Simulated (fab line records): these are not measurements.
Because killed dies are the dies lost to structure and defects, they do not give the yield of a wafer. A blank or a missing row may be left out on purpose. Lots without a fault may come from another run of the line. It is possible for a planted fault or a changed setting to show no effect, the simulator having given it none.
Which of the tools did it? + flow sky130 + Sampling: 12 lots, 36 wafers, 2 of 708 route steps

WHAT THE GAUGES READ, wafer by wafer
SKY_VIA2_RS_MEAS_22: a four-point-probe measurement.
| lot  | measured     | on            | VIA2_W_RS (ohm/sq)   |
|------|--------------|---------------|----------------------|
| L075 | day 36 14:57 | film metro-03 | 0.2790 0.2741 0.2777 |
| L077 | day 37 10:22 | film metro-04 | 0.2782 0.2788 0.2791 |
| L079 | day 37 21:21 | film metro-04 | 0.2730 0.2722 0.2740 |
| L081 | day 38 09:02 | film metro-03 | 0.2759 0.2734 0.2775 |
| L083 | day 39 02:53 | film metro-01 | 0.2798 0.2739 0.2766 |
| L085 | day 39 19:11 | film metro-04 | 0.2744 0.2716 0.2793 |
| L087 | day 40 09:08 | film metro-01 | 0.2754 0.2757 0.2721 |
| L089 | day 40 19:25 | film metro-01 | 0.2734 0.2762 0.2737 |
| L092 | day 41 17:07 | film metro-03 | 0.2769 0.2741 0.2727 |
| L093 | day 41 22:41 | film metro-03 | 0.2712 0.2757 0.2676 |
| L095 | day 42 12:20 | film metro-04 | 0.2762 0.2780 0.2753 |
| L096 | day 43 03:35 | film metro-01 | 0.2704 0.2710 0.2764 |

EACH LOT AND THE TOOL THAT RAN IT (in order: tool; ch and the chambers of the sampled wafers; start)
| lot  | SKY_VIA2_CVD_21               |
|------|-------------------------------|
| L075 | cvd w-01 ch 0,1, day 36 14:49 |
| L077 | cvd w-01 ch 0,1, day 37 10:13 |
| L079 | cvd w-02 ch 0,1, day 37 21:12 |
| L081 | cvd w-02 ch 0,1, day 38 08:55 |
| L083 | cvd w-01 ch 0,1, day 39 02:45 |
| L085 | cvd w-01 ch 0,1, day 39 19:04 |
| L087 | cvd w-02 ch 0,1, day 40 09:01 |
| L089 | cvd w-01 ch 0,1, day 40 19:17 |
| L092 | cvd w-01 ch 0,1, day 41 16:59 |
| L093 | cvd w-02 ch 0,1, day 41 22:33 |
| L095 | cvd w-01 ch 0,1, day 42 12:12 |
| L096 | cvd w-02 ch 0,1, day 43 03:26 |
- SKY_VIA2_CVD_21: deposits W, target thk 420 nm, time 126.4 s.

THE ANSWER, worked out from the rows above alone
Rule: the usual values come from the lots themselves. Put in order of their means at a reading, lots are off if they are a third of the lots or fewer, leave a main group of 4 or more, and stand apart from it by a gap of 3 or more times the standard deviation of the main group's means; of several such gaps the widest counts. A main group is skipped when, at the precision printed for the reading in the tables above, its means are all equal. A lot without any number at a reading at which 4 lots or more have one is off too. Where the step has rows for the other lots, those lots are counted as sound.
No lot is off on any of the readings shown, so nothing can be concluded from this.

WHAT THE SIMULATOR HAD PUT IN
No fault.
